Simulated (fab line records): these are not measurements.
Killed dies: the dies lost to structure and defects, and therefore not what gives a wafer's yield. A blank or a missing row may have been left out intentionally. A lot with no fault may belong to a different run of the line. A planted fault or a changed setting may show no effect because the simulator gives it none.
Split-lot experiment	flow sky130	route with 708 steps; 5 lots, 23 wafers read

== THE SPLIT ITSELF ==
At SKY_VIA4_HDPCVD_00 (deposits SiO2, target thk 1750 nm, time 291.7 s), the setting time_s was moved away from the recipe's 291.7 s on 7 of the 23 wafers read, by -11.5% to +10.8%. For the rest of the wafers, this setting stayed at what the recipe calls for.

Between the split and the reading, the file records no step.

== THE READING ==
VIA4_HDPCVD_THK, in nm, at SKY_VIA4_THK_MEAS_01. On this fab line, fault-free wafers typically give 1741 nm with a standard deviation of 22 nm.

wafer	tool, chamber at the split	time_s as run, s	against the recipe	VIA4_HDPCVD_THK, nm	against lot-mates on the recipe
L074.1	hdpcvd-02, 0,0,2	291.7	recipe	1710	-
L074.2	hdpcvd-02, 2	291.7	recipe	1711	-
L074.3	hdpcvd-02, 0,0,2	291.7	recipe	1716	-
L074.4	hdpcvd-02, 2	291.7	recipe	1732	-
L074.6	hdpcvd-02, 0,0,2	291.7	recipe	1717	-
L075.1	hdpcvd-01, 1	291.7	recipe	1725	-
L075.3	hdpcvd-01, 0	258.1	-11.5%	1556	-186
L075.4	hdpcvd-01, 2	291.7	recipe	1759	-
L075.5	hdpcvd-01, 1	258.1	-11.5%	1517	-225
L075.6	hdpcvd-01, 0	258.1	-11.5%	1550	-192
L076.1	hdpcvd-01, 0	323.2	+10.8%	1964	+197
L076.2	hdpcvd-01, 1	323.2	+10.8%	1919	+152
L076.3	hdpcvd-01, 2	291.7	recipe	1766	-
L076.5	hdpcvd-01, 2	291.7	recipe	1765	-
L076.6	hdpcvd-01, 0	291.7	recipe	1771	-
L077.1	hdpcvd-02, 0	291.7	recipe	1737	-
L077.2	hdpcvd-02, 2	307.9	+5.6%	1851	+112
L077.3	hdpcvd-02, 1	307.9	+5.6%	1846	+107
L077.4	hdpcvd-02, 1,0	291.7	recipe	1758	-
L077.6	hdpcvd-02, 1,0	291.7	recipe	1722	-
L081.1	hdpcvd-02, 2	291.7	recipe	1739	-
L081.2	hdpcvd-02, 0	291.7	recipe	1748	-
L081.3	hdpcvd-02, 1	291.7	recipe	1704	-
If several chambers appear in one row, that row covers several wafers at once and the file leaves open which wafer was in which chamber.

FIT RESULTS
A straight line over all 23 wafers: VIA4_HDPCVD_THK changes by +17.9 nm for each +1% of time_s; r = +0.98; the points scatter about the line by 22 nm.
The same after taking each lot's own level away (the mean of its wafers on the recipe; 23 wafers): +17.2 nm for each +1%; r = +0.99; scatter 16 nm.
That fit puts the effect of the largest move of time_s on the reading at 2e+02 nm.
The lots' own levels span 1717.2 to 1767.3 nm, that is 2.3 times the standard deviation above.
So the lot-to-lot level changes the slope little: the two slopes agree.
Check: for one of the wafers moved furthest among these (-11.5%), held out of the fit, the line's prediction against its lot-mates is -202 nm. Against them it came out at -186 nm.

== OTHER SPLITS APPLIED TO THESE WAFERS ==
Before the reading, these wafers also passed through other splits. Each is held against what the fit with the lots' levels taken away leaves over:
other split on the same wafers	wafers away from the commonest value	r with VIA4_HDPCVD_THK (lot level and that fit taken away)
SKY_VIA2_SPUTTER_20 power_w	11	-0.05
SKY_CAPM_COAT_07 resist_thk_nm	9	-0.04
SKY_CAPM_DEVELOP_11 dev_temp_c	5	+0.35
SKY_METAL3_COAT_08 spin_rpm	8	+0.01
SKY_VIA3_HDPCVD_00 time_s	8	-0.09
SKY_VIA3_SPUTTER_20 time_s	9	+0.15
SKY_CAP2M_SOFTBAKE_08 temp_c	6	-0.12
SKY_CAP2M_EXPOSE_09 dose_mj	4	-0.03
SKY_METAL4_ETCH_17 time_s	5	-0.01

== THE WHOLE CHAIN: every reading that the file lists as answering this split, in the file's order ==
step	what it does	reading	change (the file's fit)	r (the file's)
SKY_VIA4_HDPCVD_00	deposits SiO2, target thk 1750 nm, time 291.7 s	SiO2_of_VIA4_HDPCVD_00.thk_nm (the simulator's own value, which no gauge read)	+17.9 nm for each +1% of the setting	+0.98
SKY_VIA4_THK_MEAS_01		VIA4_HDPCVD_THK	+17.1 for each +1% of the setting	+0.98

== THE FILE'S OWN FIT ==
VIA4_HDPCVD_THK changes by +17.1 nm for each +1% of time_s, r = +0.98.
